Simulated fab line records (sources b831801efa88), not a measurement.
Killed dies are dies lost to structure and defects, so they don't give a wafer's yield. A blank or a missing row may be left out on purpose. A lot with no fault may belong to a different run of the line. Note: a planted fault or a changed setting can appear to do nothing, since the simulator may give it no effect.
Commonality check across tools ; flow gf180mcu ; 13 lots and 39 wafers in the sample

== WHY IT WAS OPENED ==
GF_NSD_TW_MEAS_12, reading NSD_TW: flagged on 1 of 13 lots. Fault-free wafers read 4262, with a standard deviation of 65.
Rule: a lot gets a flag if all its wafers with a number sit over 4 standard deviations from that mean, or if no wafer of it has a number. As for the other lots, they are considered sound.

lot;measured;on;NSD_TW, wafer by wafer;flag
L925;day 13 09:57;film_metro-02;4256 4247 4258;
L928;day 14 11:13;film_metro-02;4228 4259 4226;
L930;day 15 04:23;film_metro-02;4224 4246 4259;
L933;day 16 04:26;film_metro-03;4378 4357 4380;
L935;day 16 18:35;film_metro-02;30 30 30;FLAGGED
L936;day 17 14:11;film_metro-02;4293 4269 4264;
L938;day 18 04:14;film_metro-02;4243 4225 4263;
L943;day 19 15:50;film_metro-03;4353 4360 4378;
L944;day 20 02:22;film_metro-02;4205 4209 4212;
L945;day 20 10:14;film_metro-02;4221 4203 4222;
L946;day 20 14:56;film_metro-02;4248 4219 4240;
L947;day 21 11:58;film_metro-03;4339 4352 4344;
L948;day 21 14:08;film_metro-04;4136 4136 4130;
On average the flagged lots' numbers are 30, which is -4232 against the usual, or -65 standard deviations.

== EACH LOT AND THE TOOL IT RAN ON ==
The record keeps 1 process step preceding the reading, out of 602 steps on the route. Every cell lists first the tool, next ch and the chambers used by the sampled wafers, and last the start.
lot;flag;GF_NSD_EXPOSE_04
L925;;iline_stepper-01 ch 0, day 12 23:44
L928;;iline_stepper-02 ch 0, day 14 00:57
L930;;iline_stepper-01 ch 0, day 14 17:03
L933;;iline_stepper-01 ch 0, day 15 17:34
L935;FLAGGED;iline_stepper-01 ch 0, day 16 07:23
L936;;iline_stepper-01 ch 0, day 17 02:26
L938;;iline_stepper-02 ch 0, day 17 16:19
L943;;iline_stepper-01 ch 0, day 19 03:20
L944;;iline_stepper-01 ch 0, day 19 14:07
L945;;iline_stepper-02 ch 0, day 19 22:42
L946;;iline_stepper-02 ch 0, day 20 02:23
L947;;iline_stepper-01 ch 0, day 21 00:23
L948;;iline_stepper-02 ch 0, day 21 01:53
These steps, and what they do:
- GF_NSD_EXPOSE_04: exposes mask Nplus, target cd 400 nm.
- GF_NSD_TW_MEAS_12

== FLAGGED OVER TOTAL, TOOL BY TOOL (the gauges that took the reading come last) ==
step;tool;lots run;flagged;share of the flagged lots;sound lots run after its first flagged lot
GF_NSD_EXPOSE_04;iline_stepper-01;8;1;all;4 (L936,L943,L944,L947)
GF_NSD_EXPOSE_04;iline_stepper-02;5;0;none;-
GF_NSD_TW_MEAS_12;film_metro-02;9;1;all;5 (L936,L938,L944,L945,L946)
GF_NSD_TW_MEAS_12;film_metro-03;3;0;none;-
GF_NSD_TW_MEAS_12;film_metro-04;1;0;none;-

== WHAT THE TABLE PERMITS ==
Table rows that saw every flagged lot: 2, namely iline_stepper-01 at GF_NSD_EXPOSE_04 and film_metro-02 at GF_NSD_TW_MEAS_12.
- iline_stepper-01 at GF_NSD_EXPOSE_04 ran 8 lots, 1 of them flagged. Lots that were sound ran on it after the first flagged one (L936, L943, L944, L947); a persistent fault on the entire tool would not allow that.
- film_metro-02 at GF_NSD_TW_MEAS_12 ran 9 lots, 1 of them flagged. Lots that were sound ran on it after the first flagged one (L936, L938, L944, L945, L946); a persistent fault on the entire tool would not allow that.
None of the table's rows ran every flagged lot and, after the first, no sound lot.

== WHAT THE SIMULATOR HAD PUT IN ==
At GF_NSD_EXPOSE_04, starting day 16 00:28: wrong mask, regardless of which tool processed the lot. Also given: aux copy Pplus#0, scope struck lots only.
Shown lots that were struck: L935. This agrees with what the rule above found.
